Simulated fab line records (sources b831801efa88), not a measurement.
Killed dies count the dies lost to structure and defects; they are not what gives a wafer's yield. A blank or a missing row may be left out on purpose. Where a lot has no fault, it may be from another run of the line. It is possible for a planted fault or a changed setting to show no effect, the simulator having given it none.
One fault through the eyes of 2 desks || flow sky130 || what lay behind the numbers comes last; until then each desk has only its own

THE TOOL OWNER'S DESK: pvdSputter-01
The tool's own readings at SKY_CAPM_SPUTTER_02 (material TiN, target thk 200 nm, time 166.7 s): means of the sampled wafers that have a number, for each lot that ran on this tool. Marked OUT: a lot whose mean sits more than 4 standard deviations from the usual mean, which makes it out of limits; the brackets give that distance.
Columns: A = cathodeDcPowerW at SKY_CAPM_SPUTTER_02, usual 6500.1 W; B = susceptorTempC at SKY_CAPM_SPUTTER_02, usual 299.97 C; C = throttleValvePct at SKY_CAPM_SPUTTER_02, usual 29.9 %
{"lot": "L416", "first seen here": "day 36 19:38", "A": 6499.7, "B": 299.97, "C": 28.6}
{"lot": "L417", "first seen here": "day 37 04:40", "A": 6499.5, "B": 300.00, "C": 29.3}
{"lot": "L419", "first seen here": "day 38 05:34", "A": "7880.3 (+99 or more) OUT", "B": 300.08, "C": 30.0}
{"lot": "L420", "first seen here": "day 38 13:26", "A": "7881.5 (+99 or more) OUT", "B": 300.04, "C": 30.1}
{"lot": "L429", "first seen here": "day 41 04:35", "A": 6499.9, "B": 300.05, "C": 30.1}
{"lot": "L433", "first seen here": "day 42 11:16", "A": 6499.3, "B": 300.02, "C": 30.5}
{"lot": "L435", "first seen here": "day 42 14:29", "A": 6501.1, "B": 300.00, "C": 29.0}
{"lot": "L436", "first seen here": "day 42 19:07", "A": 6500.0, "B": 299.87, "C": 30.0}
This desk finds L419, L420 out of limits, L419 being first, at day 38 05:34 (cathodeDcPowerW at SKY_CAPM_SPUTTER_02). Within limits: L416, L417, L429, L433, L435, L436.

AT THE METROLOGY DESK
What the gauges read, lot by lot, whatever tool the lot ran on: means of the sampled wafers that have a number. Marked OUT: a lot whose mean sits more than 4 standard deviations from the usual mean, which makes it out of limits; the brackets give that distance.
Columns: A = VIA2_OVL at SKY_VIA2_OVL_MEAS_13, usual -2 nm; B = CAPM_TIN_RS at SKY_CAPM_RS_MEAS_03, usual 6.87 ohm/sq; C = CAPM_TIN_THK at SKY_CAPM_THK_MEAS_04, usual 201.4 nm
{"lot": "L414", "first seen here": "day 36 05:11", "A": -3, "B": 6.98, "C": 197.4}
{"lot": "L416", "first seen here": "day 36 17:38", "A": 3, "B": 6.82, "C": 203.9}
{"lot": "L417", "first seen here": "day 37 02:56", "A": -8, "B": 6.74, "C": 206.9}
{"lot": "L419", "first seen here": "day 38 03:47", "A": 1, "B": "5.61 (-18) OUT", "C": "244.0 (+19) OUT"}
{"lot": "L420", "first seen here": "day 38 11:47", "A": 2, "B": "5.60 (-18) OUT", "C": "244.5 (+19) OUT"}
{"lot": "L429", "first seen here": "day 41 02:56", "A": -3, "B": 6.91, "C": 200.3}
{"lot": "L432", "first seen here": "day 41 19:47", "A": -2, "B": 6.87, "C": 201.9}
{"lot": "L433", "first seen here": "day 42 09:38", "A": -3, "B": 6.86, "C": 201.1}
{"lot": "L435", "first seen here": "day 42 12:44", "A": -1, "B": 6.85, "C": 202.2}
{"lot": "L436", "first seen here": "day 42 17:29", "A": 1, "B": 6.92, "C": 200.5}
This desk reports L419, L420 out of limits; the earliest was L419 at day 38 05:42 (CAPM_TIN_RS at SKY_CAPM_RS_MEAS_03). Within limits: L414, L416, L417, L429, L432, L433, L435, L436.

ALL TOGETHER
An alarm could have come from the tool owner's desk at day 38 05:34, on L419, L420.
The metrology desk could have raised an alarm at day 38 05:42, on L419, L420.
On pvdSputter-01, each named lot ran SKY_CAPM_SPUTTER_02.

WHAT THE SIMULATOR HAD PUT IN
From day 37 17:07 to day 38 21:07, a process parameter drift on pvdSputter-01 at SKY_CAPM_SPUTTER_02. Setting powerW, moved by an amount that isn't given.
Shown lots that were struck: L419, L420.
Counting hours from when the fault started, the first reading out of limits came at 12 for the tool owner's desk and at 13 for the metrology desk.
